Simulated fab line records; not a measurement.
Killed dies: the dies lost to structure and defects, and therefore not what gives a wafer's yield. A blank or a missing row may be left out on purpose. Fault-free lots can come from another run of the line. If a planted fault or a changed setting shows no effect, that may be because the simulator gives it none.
8D (eight disciplines) problem report, filled in by code	flow sky130	the parts of the form that need people (team, actions taken, sign-off) are left out

== 1. WHAT IS WRONG ==
Across 3 wafers from 2 lots, VIA2_W_RS at SKY_VIA2_RS_MEAS_22 averages 0.3230 ohm/sq, while fault-free wafers read 0.2743 ohm/sq with a standard deviation of 0.0028. That is +17 standard deviations from the usual mean.
The step: measures by four-point-probe.
Seen first at day 40 18:44 on filmMetro-02, wafer L714.4. The record holds 33 wafers of 11 lots with a number at this step. By rule, "out" or "out of limits" means more than 4 standard deviations away from the usual mean. The other wafers with a number count as sound.

== 2. WHAT THIS IS AND IS NOT ==
question	is	is not
which readings at this step	VIA2_W_RS	-
which lots	L714, L715	L700, L701, L702, L704, L705, L708, L717, L719, L721
which wafers of those lots	L714.4, L714.6, L715.2	L714.5, L715.3, L715.6
read on which gauges	filmMetro-02, filmMetro-03	filmMetro-04
when	from day 40 18:44	up to then (19 sound wafers); but 11 sound wafers of L715, L717, L719, L721 came after

== 3. THE SUSPECTS, EACH WITH WHAT RULES IT OUT ==
Counting: if a tool at a process step up to the reading ran every lot that is out, it stays a suspect. Sound lots after the first of them don't rule it out here, since some wafers of a struck lot are sound.
- the gauge at SKY_VIA2_RS_MEAS_22: ruled out. 2 gauges (filmMetro-02, filmMetro-03) read the wafers that are out.
- cvdW-02 at SKY_VIA2_CVD_21 (deposits W, target thk 420 nm, time 126.4 s): kept. It processed each lot that is out (first: L714, day 40 18:35); up to then, its last sound lot is L705 (day 38 03:44).
- At SKY_VIA2_CVD_21 on cvdW-02, chamber 1 took the sound wafers of the same lots and chamber 0 took the wafers that are out.
Remaining after the count: cvdW-02 at SKY_VIA2_CVD_21.

== 4. THE CAUSE (what the simulator had put in) ==
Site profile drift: cvdW-02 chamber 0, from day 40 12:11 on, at SKY_VIA2_CVD_21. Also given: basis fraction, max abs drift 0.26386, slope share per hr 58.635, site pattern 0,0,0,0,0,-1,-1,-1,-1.
Only this tool survived the counting.

== 5. THE CHAIN OF EFFECTS, in route order ==
Each row: a reading where the mean over the struck wafers with a number is more than 3 standard deviations away from the usual. Only readings for which the record gives a usual standard deviation are gone through. hours: the time from each lot's start at the first step in this table that gives one to its start at this step, as a median over the lots. sigmas: the change in usual standard deviations.
hours	step	reading	usual	on struck wafers	change	sigmas
0	SKY_VIA2_RS_MEAS_22	VIA2_W_RS	0.2743 ohm/sq	0.3230	+0.0487	+17
0	SKY_VIA2_THK_MEAS_23	VIA2_W_THK	394 nm	347	-47	-10
Later measuring or inspecting steps at which every struck wafer that the step has a row for has a number for every such reading, and none has moved that far: SKY_CAPM_THK_MEAS_04.

== 6. HOW IT WOULD HAVE BEEN CAUGHT EARLIER ==
In this record the first reading out of limits at a measuring or inspecting step was taken at day 40 18:44, 7 hours after the fault began at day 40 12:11.
Of the tool readings at SKY_VIA2_CVD_21 for which the record gives a usual standard deviation, none was out on any struck wafer, so an alarm limit of 4 standard deviations on them would not have fired.
Lots out: 2; of these, L715 started SKY_VIA2_CVD_21 on cvdW-02 after day 40 18:44. Holding the tool at that time would have saved it.
